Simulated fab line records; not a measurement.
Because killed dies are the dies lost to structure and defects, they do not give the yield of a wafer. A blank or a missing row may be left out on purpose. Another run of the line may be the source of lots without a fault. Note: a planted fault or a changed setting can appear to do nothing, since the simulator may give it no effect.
Check for tools in common	flow gf180mcu	39 wafers sampled across 13 lots

WHAT PROMPTED THE OPENING
On 1 of the 13 lots, a flag is raised at GF_HV_LDD_CD_MEAS_07 on the reading cdNm. Fault-free wafers read 400.9 nm, with a standard deviation of 2.7.
Rule: a lot is flagged in two cases, either no wafer of it has a number, or all its wafers with numbers fall more than 4 standard deviations from that mean. The other lots count as sound.

lot	measured	on	cdNm (nm), wafer by wafer	flag
L506	day 10 12:53	cdSem-02	402.1 403.7 402.5	
L507	day 10 16:41	cdSem-01	401.5 400.3 400.9	
L508	day 10 18:18	cdSem-01	404.0 403.0 403.3	
L511	day 11 19:40	cdSem-02	403.7 402.6 400.9	
L512	day 12 03:59	cdSem-02	396.3 399.2 397.5	
L513	day 12 11:53	cdSem-02	399.6 398.3 396.4	
L518	day 14 00:19	cdSem-02	317.0 319.8 322.2	FLAGGED
L523	day 15 15:26	cdSem-01	404.2 404.0 404.4	
L524	day 15 18:53	cdSem-01	395.8 398.7 396.1	
L525	day 16 01:34	cdSem-02	397.3 394.3 396.2	
L526	day 16 09:55	cdSem-02	402.6 403.0 405.9	
L527	day 16 18:26	cdSem-01	402.5 402.3 400.7	
L528	day 17 01:44	cdSem-01	398.4 399.0 396.7	
The mean of the flagged lots' numbers is 319.7 nm, -81.2 nm from the usual (-30 standard deviations).

EACH LOT AND THE TOOL IT RAN ON
The record holds 2 process steps before the reading, out of a route of 602 steps. In each cell: the tool, then ch and the chambers that the sampled wafers went through, then the start.
lot	flag	GF_VT_IMPLANT_STRIP_42	GF_HV_LDD_EXPOSE_04
L506		plasmaAsher-03 ch 0,1, day 8 00:44	ilineStepper-01 ch 0, day 10 04:02
L507		plasmaAsher-04 ch 0,1, day 8 04:43	ilineStepper-01 ch 0, day 10 07:19
L508		plasmaAsher-04 ch 0,1, day 8 05:22	ilineStepper-02 ch 0, day 10 09:49
L511		plasmaAsher-03 ch 0,1, day 9 05:05	ilineStepper-02 ch 0, day 11 10:14
L512		plasmaAsher-03 ch 0,1, day 9 11:43	ilineStepper-02 ch 0, day 11 18:41
L513		plasmaAsher-04 ch 1, day 9 20:58	ilineStepper-01 ch 0, day 12 02:29
L518	FLAGGED	plasmaAsher-02 ch 0,1, day 11 03:47	ilineStepper-02 ch 0, day 13 13:49
L523		plasmaAsher-03 ch 0,1, day 12 15:37	ilineStepper-02 ch 0, day 15 04:28
L524		plasmaAsher-03 ch 0,1, day 12 19:52	ilineStepper-01 ch 0, day 15 08:09
L525		plasmaAsher-04 ch 0,1, day 13 04:08	ilineStepper-02 ch 0, day 15 15:17
L526		plasmaAsher-04 ch 0,1, day 13 10:40	ilineStepper-01 ch 0, day 15 23:20
L527		plasmaAsher-04 ch 0,1, day 13 17:58	ilineStepper-01 ch 0, day 16 06:31
L528		plasmaAsher-02 ch 0,1, day 14 00:34	ilineStepper-02 ch 0, day 16 14:44
What these steps do:
- GF_VT_IMPLANT_STRIP_42: strips in O2/N2.
- GF_HV_LDD_EXPOSE_04: exposes mask Nplus LV AREA, target cd 400 nm.
- GF_HV_LDD_CD_MEAS_07: target cd 400 nm.

FLAGGED OVER TOTAL, TOOL BY TOOL (the gauges that took the reading come last)
step	tool	lots run	flagged	share of the flagged lots	sound lots run after its first flagged lot
GF_VT_IMPLANT_STRIP_42	plasmaAsher-02	2	1	all	1 (L528)
GF_VT_IMPLANT_STRIP_42	plasmaAsher-03	5	0	none	-
GF_VT_IMPLANT_STRIP_42	plasmaAsher-04	6	0	none	-
GF_HV_LDD_EXPOSE_04	ilineStepper-01	6	0	none	-
GF_HV_LDD_EXPOSE_04	ilineStepper-02	7	1	all	3 (L523,L525,L528)
GF_HV_LDD_CD_MEAS_07	cdSem-01	6	0	none	-
GF_HV_LDD_CD_MEAS_07	cdSem-02	7	1	all	2 (L525,L526)

WHAT THE TABLE ALLOWS
3 rows of the table ran every flagged lot: plasmaAsher-02 at GF_VT_IMPLANT_STRIP_42, ilineStepper-02 at GF_HV_LDD_EXPOSE_04, cdSem-02 at GF_HV_LDD_CD_MEAS_07.
- plasmaAsher-02 at GF_VT_IMPLANT_STRIP_42: 1 of its 2 lots flagged. Sound lots followed the first flagged one (L528) on it, something a lasting fault affecting the whole tool could not allow.
- ilineStepper-02 at GF_HV_LDD_EXPOSE_04: 1 of its 7 lots flagged. Sound lots followed the first flagged one (L523, L525, L528) on it, something a lasting fault affecting the whole tool could not allow.
- cdSem-02 at GF_HV_LDD_CD_MEAS_07: 1 of its 7 lots flagged. Sound lots followed the first flagged one (L525, L526) on it, something a lasting fault affecting the whole tool could not allow.
Every row of the table either missed a flagged lot or ran a sound lot after the first.

WHAT WAS PUT IN BY THE SIMULATOR
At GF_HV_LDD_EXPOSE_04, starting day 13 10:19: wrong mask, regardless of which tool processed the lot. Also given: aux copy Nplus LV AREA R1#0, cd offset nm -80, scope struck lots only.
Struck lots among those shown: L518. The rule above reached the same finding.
